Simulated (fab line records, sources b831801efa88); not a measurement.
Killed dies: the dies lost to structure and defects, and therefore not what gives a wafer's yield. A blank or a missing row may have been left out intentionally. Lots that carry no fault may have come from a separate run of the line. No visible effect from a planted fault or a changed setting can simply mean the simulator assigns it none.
Struck lot and sound lot, side by side | flow gf180mcu | 14 out of 602 route steps
Sound: wafers L295.2, L295.4, L295.6. Struck: wafers L300.3, L300.4, L300.6. The cause is named last.
At each step with rows: each side's tool, then ch and its chambers, then its first start. Under that, the readings that differ: sound wafers | struck wafers | difference of the means | sigmas: that difference in standard deviations of wafers without a fault.
alike: a reading whose means differ by less than 2 such deviations, as well as words and numbers matching on both sides. not compared: withheld readings; readings where some wafer has no value; bounds like >300 that might hide an equal value; numbers whose values overlap and for which the record gives no deviation.
A row with sigmas, a row that says differs or no value, or rows on one side alone: a step with any of these is where the two part. Numbers that don't overlap but have no deviation are shown without sigmas and don't part them. Lack of a reading on every wafer of one side parts them only where that side has two or more wafers.

GF_CONTACT_CMP_27: polishes, stops on SiO2, t overpolish 15 s, target thk 0 nm.
  sound on cmp-01 ch 1,2, day 19 13:25; struck on cmp-02 ch 0,2,3, day 21 08:49
  alike: motor-current-A, overpolish-run-s, retaining-ring-pressure-frac, slurry-filter-dp-kPa, time-to-endpoint-s
GF_M1_SPUTTER_00: material Ti, target thk 37.5 nm, time 150 s.
  sound: pvd-sputter-04 at day 19 13:43; struck: pvd-sputter-02 at day 21 09:07
  alike: throttle-valve-pct
GF_M1_SPUTTER_01: material TiN, target thk 30 nm, time 25 s.
  sound: pvd-sputter-04 at day 19 13:49; struck: pvd-sputter-02 at day 21 09:13
  alike: throttle-valve-pct
GF_M1_SPUTTER_02: material AlCu, target thk 450 nm, time 23.9 s.
  sound: pvd-sputter-04 at day 19 13:51; struck: pvd-sputter-02 at day 21 09:15
  alike: throttle-valve-pct
GF_M1_SPUTTER_03: material Ti, target thk 10 nm, time 6.7 s.
  sound: pvd-sputter-04 at day 19 13:53; struck: pvd-sputter-02 at day 21 09:17
  alike: throttle-valve-pct
then, 1 step without rows for these wafers: GF_M1_SPUTTER_04 (material TiN, target thk 50 nm, time 41.7 s).
GF_M1_RS_MEAS_05: uses a four-point probe to measure.
  sound: film-metro-01 at day 19 13:58; struck: film-metro-03 at day 21 09:23
  alike: M1_ALCU_RS
GF_M1_THK_MEAS_06: measures by xrf.
  sound: film-metro-01 at day 19 14:04; struck: film-metro-03 at day 21 09:29
  alike: M1_ALCU_THK
then, 4 steps without rows for these wafers: GF_M1_DEHYDRATE_07 (time 60 s); GF_M1_HMDS_08 (prime time 60 s); GF_M1_COAT_09 (resist thk 1000 nm); GF_M1_SOFTBAKE_10 (time 60 s).
GF_M1_EXPOSE_11: exposes mask Metal1, target cd 230 nm.
  struck on krf-scanner-01, day 21 21:13; sound on krf-scanner-02 ch 0, day 20 02:47
  no value came back on the struck wafers for exposure-dose-mJ-cm2, focus-offset-nm (nm), stage-vel-mm-s (mm/s); on the sound wafers exposure-dose-mJ-cm2 reads 27.999 27.997 27.976
  alike: mask
then, 1 step without rows for these wafers: GF_M1_PEB_12 (peb time 90 s).

WHERE THEY PART
Within this record, at GF_M1_EXPOSE_11 only.

WHY: whatever the simulator had introduced
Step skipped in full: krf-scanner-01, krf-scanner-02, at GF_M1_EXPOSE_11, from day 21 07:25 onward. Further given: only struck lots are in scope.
